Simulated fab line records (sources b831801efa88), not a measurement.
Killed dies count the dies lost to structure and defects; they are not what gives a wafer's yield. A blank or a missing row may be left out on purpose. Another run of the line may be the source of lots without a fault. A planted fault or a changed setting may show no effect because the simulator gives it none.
Struck lot and sound lot, side by side -- flow sfq line -- 20 out of 325 route steps
Sound: these wafers, L391.2, L391.4, L391.6. The struck wafers were L393.2, L393.5, L393.6. The cause comes at the end.
Per side, at each step with rows, come the tool, then ch with its chambers, and then its first start. Under that, the readings that differ: sound wafers -- struck wafers -- difference of the means -- sigmas: that difference in standard deviations of wafers without a fault.
alike: readings whose means differ by less than 2 such deviations, and words and numbers that are the same on both sides. not compared: withheld readings, readings that some wafer has no value for, bounds like >300 that may hide the same value, and numbers for which the record gives no deviation and whose values overlap.
Wherever a step has rows on one side only, a row that says differs or no value, or a row with sigmas, the two part there. Numbers that have no deviation but don't overlap get no sigmas and don't part them. A reading missing from all wafers of one side parts the sides only when that side holds two or more wafers.

first, 3 steps without rows for these wafers: SFQ_TRILAYER_I3_VIA_LITHO_EXPOSE_086 (exposes mask I3, target cd 500 nm); SFQ_TRILAYER_I3_VIA_LITHO_PEB_088 (peb time 60 s); SFQ_TRILAYER_I3_VIA_LITHO_DEVELOP_087 (time 60 s).
SFQ_I3_OVL_MEAS_923:
  sound on overlay-02, day 41 17:33; struck on overlay-02, day 42 04:57
  alike: I3_OVL
SFQ_TRILAYER_I3_VIA_BARC_OPEN_VIA_ETCH_121: etches BARC in O2, target depth 125 nm, time 41.7 s.
  sound on rie diel-03 ch 0,1,2, day 41 17:35; struck on rie diel-03 ch 0,1,3, day 42 04:59
  alike: drypump motor current A, oes product au
  not compared: rf hours counter h
SFQ_TRILAYER_I3_VIA_ETCH_VIA_ETCH_088: etches SiO2 in CHF3, stops on Nb, target depth 260 nm.
  sound on rie diel-03 ch 0,1,2, day 41 17:37; struck on rie diel-03 ch 0,1,3, day 42 05:01
  alike: drypump motor current A, oes product au
SFQ_TRILAYER_I3_VIA_STRIP_STRIP_089: strips in O2.
  sound on rie metal-01 ch 0, day 41 17:56; struck on rie metal-04 ch 0, day 42 05:20
  alike: drypump motor current A, oes product au
  not compared: rf hours counter h
then, 2 steps without rows for these wafers: SFQ_TRILAYER_I3_VIA_STRIP_SOLV_CLEAN_090 (cleans in NMP, time 600 s); SFQ_TRILAYER_M4_DEP_PRE_CLEAN_092 (time 22.5 s).
SFQ_TRILAYER_M4_DEP_SPUTTER_091: material Nb, target thk 200 nm, time 133.3 s.
  sound on pvd sputter-06, day 41 19:08; struck on pvd sputter-04, day 42 06:34
  alike: cathode dc power W, throttle valve pct
SFQ_M4_RS_MEAS_924: measurement is done with a four-point probe.
  sound on film metro-02, day 41 19:15; struck on film metro-03, day 42 06:40
  alike: M4_NB_RS
SFQ_TRILAYER_M4_LITHO_COAT_098: resist thk 62 nm.
  sound on litho track-02 ch 0, day 41 19:28; struck on litho track-04 ch 0, day 42 06:53
reading,sound,struck,difference,sigmas
spin speed rpm (rpm),2999.6 2998.4 3001.0,2866.8 2869.1 2869.4,-131.2,-77
model.BARC_of_TRILAYER_M4_LITHO_COAT_098.thk nm (nm),62.22 62.23 62.16,63.35 63.34 63.39,+1.16,
  alike: exhaust pa
then, 5 steps without rows for these wafers: SFQ_TRILAYER_M4_LITHO_COAT_093 (resist thk 600 nm); SFQ_TRILAYER_M4_LITHO_SOFTBAKE_097; SFQ_TRILAYER_M4_LITHO_EXPOSE_094 (exposes mask M4, target cd 500 nm); SFQ_TRILAYER_M4_LITHO_PEB_096 (peb time 60 s); SFQ_TRILAYER_M4_LITHO_DEVELOP_095 (time 60 s).
SFQ_M4_OVL_MEAS_926:
  sound on overlay-01, day 41 22:16; struck on overlay-02, day 42 09:05
  alike: M4_OVL
SFQ_TRILAYER_M4_BARC_OPEN_METAL_ETCH_123: etches BARC in O2, target depth 125 nm, time 41.7 s.
  sound on rie metal-03 ch 0, day 41 22:18; struck on rie metal-01 ch 0,1, day 42 09:07
reading,sound,struck,difference,sigmas
model.etch.depth nm (nm),62.22 62.23 62.16,63.35 63.34 63.39,+1.16,
  alike: drypump motor current A, oes product au
  not compared: rf hours counter h
SFQ_TRILAYER_M4_ETCH_METAL_ETCH_096: etches Nb in Cl2/Ar, stops on SiO2, target depth 240 nm, time 120 s.
  sound on rie metal-03 ch 0, day 41 22:22; struck on rie metal-01 ch 0,1, day 42 09:10
  alike: drypump motor current A, oes product au
  not compared: rf hours counter h

== WHERE THEY PART ==
Within this record, at SFQ_TRILAYER_M4_LITHO_COAT_098 only. Later steps at which nothing parts them and some readings are alike: SFQ_M4_OVL_MEAS_926, SFQ_TRILAYER_M4_BARC_OPEN_METAL_ETCH_123, SFQ_TRILAYER_M4_ETCH_METAL_ETCH_096.

WHY: what had been put in by the simulator
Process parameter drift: litho track-04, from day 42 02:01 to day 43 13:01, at SFQ_TRILAYER_M4_LITHO_COAT_098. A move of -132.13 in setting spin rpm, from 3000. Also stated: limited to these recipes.
